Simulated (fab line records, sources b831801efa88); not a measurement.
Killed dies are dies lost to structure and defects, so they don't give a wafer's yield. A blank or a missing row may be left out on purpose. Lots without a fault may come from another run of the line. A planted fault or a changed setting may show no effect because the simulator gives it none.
Tool commonality check | flow sky130 | 12 lots, 48 wafers sampled

WHY IT WAS OPENED
At SKY_GATE_OXIDE_OVL_MEAS_10 the reading GATE_OXIDE_OVL is flagged on 4 of 12 lots. Wafers without a fault read 0.5 nm, standard deviation 1.5.
Rule: a lot is flagged when every wafer of it that has a number lies more than 4 standard deviations from that mean, or none has a number. The other lots count as sound.

lot  | measured     | on         | GATE_OXIDE_OVL (nm), wafer by wafer | flag
L389 | day 13 11:11 | overlay-02 | 1.8 1.4 0.6                         |
L390 | day 14 02:43 | overlay-02 | 1.9 0.7 1.3                         |
L391 | day 14 15:50 | overlay-02 | -1.0 -0.5 0.0                       |
L394 | day 15 11:29 | overlay-02 | -0.2 2.1 1.9                        |
L395 | day 15 22:14 | overlay-01 | 1.0 0.5 1.3                         |
L398 | day 16 19:44 | overlay-01 | 157.4 156.8 157.0 155.1 154.3 155.4 | FLAGGED
L399 | day 17 05:25 | overlay-02 | 159.7 161.6 159.6 158.1 159.8 157.1 | FLAGGED
L400 | day 17 12:22 | overlay-02 | 155.9 155.8 154.0 153.9 153.8 152.6 | FLAGGED
L401 | day 18 04:25 | overlay-01 | 159.6 158.9 158.5 157.6 156.5 157.1 | FLAGGED
L404 | day 19 09:41 | overlay-02 | 0.7 1.2 0.1                         |
L410 | day 21 06:11 | overlay-01 | 1.5 0.6 -0.5                        |
L412 | day 22 13:33 | overlay-01 | -0.9 -0.8 0.2                       |
The numbers of the flagged lots are 156.9 nm on average: +156.4 nm against the usual, or +99 or more standard deviations.

WHICH TOOL RAN EACH LOT
The record holds 1 process step before the reading, out of a route of 708 steps. In each cell: the tool, then ch and the chambers that the sampled wafers went through, then the start.
lot  | flag    | SKY_GATE_OXIDE_EXPOSE_07
L389 |         | iline_stepper-02 ch 0, day 12 23:04
L390 |         | iline_stepper-01 ch 0, day 13 13:45
L391 |         | iline_stepper-01 ch 0, day 14 02:44
L394 |         | iline_stepper-01 ch 0, day 14 22:26
L395 |         | iline_stepper-01 ch 0, day 15 08:55
L398 | FLAGGED | iline_stepper-02 ch 0, day 16 05:23
L399 | FLAGGED | iline_stepper-02 ch 0, day 16 15:07
L400 | FLAGGED | iline_stepper-02 ch 0, day 16 22:40
L401 | FLAGGED | iline_stepper-02 ch 0, day 17 13:35
L404 |         | iline_stepper-01 ch 0, day 18 18:13
L410 |         | iline_stepper-01 ch 0, day 20 15:15
L412 |         | iline_stepper-01 ch 0, day 21 22:41
What these steps do:
- SKY_GATE_OXIDE_EXPOSE_07: exposes mask LVOM, target cd 600 nm.
- SKY_GATE_OXIDE_OVL_MEAS_10

FLAGGED OVER TOTAL, TOOL BY TOOL (the gauges that took the reading come last)
step                       | tool             | lots run | flagged | share of the flagged lots | sound lots run after its first flagged lot
SKY_GATE_OXIDE_EXPOSE_07   | iline_stepper-01 | 7        | 0       | none                      | -
SKY_GATE_OXIDE_EXPOSE_07   | iline_stepper-02 | 5        | 4       | all                       | 0
SKY_GATE_OXIDE_OVL_MEAS_10 | overlay-01       | 5        | 2       | some                      | 2 (L410,L412)
SKY_GATE_OXIDE_OVL_MEAS_10 | overlay-02       | 7        | 2       | some                      | 1 (L404)

WHAT THE TABLE ALLOWS
1 row of the table ran every flagged lot: iline_stepper-02 at SKY_GATE_OXIDE_EXPOSE_07.
- iline_stepper-02 at SKY_GATE_OXIDE_EXPOSE_07: 4 of its 5 lots flagged. Its last sound lot is L389 (day 12 23:04), its first flagged lot L398 (day 16 05:23): a fault that began between those two fits.
One tool is left: iline_stepper-02 at SKY_GATE_OXIDE_EXPOSE_07.

WHAT THE SIMULATOR HAD PUT IN
Scanner matching overlay: iline_stepper-02, from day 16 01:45 on, at SKY_GATE_OXIDE_EXPOSE_07. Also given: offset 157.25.
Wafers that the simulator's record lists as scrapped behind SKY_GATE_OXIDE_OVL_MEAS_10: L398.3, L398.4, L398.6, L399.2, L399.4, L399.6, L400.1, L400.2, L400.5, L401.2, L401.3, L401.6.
Lots struck among those shown: L398, L399, L400, L401. The rule above found the same.
